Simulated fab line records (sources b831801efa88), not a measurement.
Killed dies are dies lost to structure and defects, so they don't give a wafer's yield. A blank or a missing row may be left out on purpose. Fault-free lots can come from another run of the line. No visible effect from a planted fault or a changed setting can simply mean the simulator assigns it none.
Which tool is to blame? / flow sky130 / 13 lots with 39 wafers sampled at 3 steps, on a route of 708 steps

== WHAT THE GAUGES SHOWED, per wafer ==
SKY_LDD_HVN_TW_MEAS_10.
lot=L675; measured=day 20 05:10; on=film metro-03; LDD_HVN_TW=1413 1410 1418
lot=L676; measured=day 20 11:13; on=film metro-02; LDD_HVN_TW=1441 1434 1432
lot=L680; measured=day 22 09:57; on=film metro-04; LDD_HVN_TW=1430 1435 1428
lot=L683; measured=day 23 13:10; on=film metro-04; LDD_HVN_TW=1440 1434 1432
lot=L684; measured=day 24 04:31; on=film metro-04; LDD_HVN_TW=1432 1430 1428
lot=L685; measured=day 24 11:17; on=film metro-02; LDD_HVN_TW=1425 1415 1427
lot=L687; measured=day 24 14:23; on=film metro-04; LDD_HVN_TW=1438 1433 1434
lot=L688; measured=day 25 05:13; on=film metro-04; LDD_HVN_TW=1446 1429 1431
lot=L689; measured=day 25 14:51; on=film metro-02; LDD_HVN_TW=1418 1417 1421
lot=L695; measured=day 27 07:28; on=film metro-03; LDD_HVN_TW=1429 1426 1424
lot=L696; measured=day 27 12:14; on=film metro-02; LDD_HVN_TW=1413 1414 1418
lot=L697; measured=day 28 02:23; on=film metro-03; LDD_HVN_TW=1433 1420 1422
lot=L698; measured=day 28 18:13; on=film metro-03; LDD_HVN_TW=1417 1417 1426

SKY_LDD_HVP_OVL_MEAS_07.
lot=L675; measured=day 21 12:11; on=overlay-01; LDD_HVP_OVL (nm)=1.4 1.4 1.9
lot=L676; measured=day 21 17:15; on=overlay-02; LDD_HVP_OVL (nm)=0.1 0.1 -0.5
lot=L680; measured=day 23 16:17; on=overlay-01; LDD_HVP_OVL (nm)=-0.2 -0.4 -0.8
lot=L683; measured=day 24 18:15; on=overlay-01; LDD_HVP_OVL (nm)=-1.6 -2.5 -1.3
lot=L684; measured=day 25 09:30; on=overlay-01; LDD_HVP_OVL (nm)=-3.9 -3.4 -4.0
lot=L685; measured=day 25 16:29; on=overlay-01; LDD_HVP_OVL (nm)=-0.7 0.7 0.2
lot=L687; measured=day 25 19:27; on=overlay-02; LDD_HVP_OVL (nm)=0.6 1.7 -0.3
lot=L688; measured=day 26 09:42; on=overlay-01; LDD_HVP_OVL (nm)=-0.5 -2.1 -2.7
lot=L689; measured=day 26 19:57; on=overlay-01; LDD_HVP_OVL (nm)=0.7 0.9 1.2
lot=L695; measured=day 28 11:20; on=overlay-02; LDD_HVP_OVL (nm)=-0.8 0.3 -1.2
lot=L696; measured=day 28 17:02; on=overlay-02; LDD_HVP_OVL (nm)=-5.0 -3.4 -2.7
lot=L697; measured=day 29 06:36; on=overlay-02; LDD_HVP_OVL (nm)=-0.6 0.5 1.1
lot=L698; measured=day 29 22:06; on=overlay-01; LDD_HVP_OVL (nm)=-2.8 -4.8 -3.4

SKY_SPACER_THK_MEAS_01.
lot=L675; measured=day 22 20:43; on=film metro-01; SPACER_CVD_00_THK (nm)=42.5 42.9 42.8
lot=L676; measured=day 23 02:43; on=film metro-02; SPACER_CVD_00_THK (nm)=43.0 43.3 43.2
lot=L680; measured=day 25 02:03; on=film metro-01; SPACER_CVD_00_THK (nm)=43.2 42.8 42.8
lot=L683; measured=day 26 04:24; on=film metro-02; SPACER_CVD_00_THK (nm)=43.1 43.0 43.3
lot=L684; measured=day 26 17:19; on=film metro-01; SPACER_CVD_00_THK (nm)=42.6 42.6 42.8
lot=L685; measured=day 27 01:43; on=film metro-02; SPACER_CVD_00_THK (nm)=42.9 43.0 42.7
lot=L687; measured=day 27 05:20; on=film metro-02; SPACER_CVD_00_THK (nm)=42.4 42.2 43.0
lot=L688; measured=day 27 19:54; on=film metro-02; SPACER_CVD_00_THK (nm)=42.4 42.4 42.5
lot=L689; measured=day 28 04:14; on=film metro-03; SPACER_CVD_00_THK (nm)=43.6 43.2 43.7
lot=L695; measured=day 29 17:14; on=film metro-03; SPACER_CVD_00_THK (nm)=43.0 43.1 42.8
lot=L696; measured=day 29 23:13; on=film metro-01; SPACER_CVD_00_THK (nm)=42.9 43.2 43.3
lot=L697; measured=day 30 13:20; on=film metro-02; SPACER_CVD_00_THK (nm)=42.4 42.3 42.5
lot=L698; measured=day 31 04:57; on=film metro-02; SPACER_CVD_00_THK (nm)=42.8 42.4 42.1

== WHICH TOOL RAN EACH LOT (tool, then ch and the chambers of the sampled wafers, then the start) ==
The record shows no process step preceding these readings.

== WHAT THE TOOLS THEMSELVES READ (means of the sampled wafers that have a number; where no wafer has one, the mark that the record gives instead) ==
The record holds no such reading with a usual standard deviation.

== THE ANSWER, worked out from the rows above alone ==
Rule: what is usual is taken from the lots themselves. The widest of any qualifying gaps counts: lots, ordered by their means at a reading, are off when they make up no more than a third of the lots, leave a main group of 4 or more, and stand apart from it by 3 or more times the standard deviation of that group's means. A main group is skipped when, at the precision printed for the reading in the tables above, its means are all equal. Also off: a lot with no number at a reading for which 4 or more lots have one. All remaining lots with rows at the step are treated as sound. After the gauges, taken in route order, come the tools' own readings; for these a lot's mean is taken, as printed above. At the first step where some lot is off, the reading lying furthest off is the one used; lots without a number count as furthest.
No lot is off on any of the readings shown, so nothing can be concluded from this.

== WHAT WAS PUT IN BY THE SIMULATOR ==
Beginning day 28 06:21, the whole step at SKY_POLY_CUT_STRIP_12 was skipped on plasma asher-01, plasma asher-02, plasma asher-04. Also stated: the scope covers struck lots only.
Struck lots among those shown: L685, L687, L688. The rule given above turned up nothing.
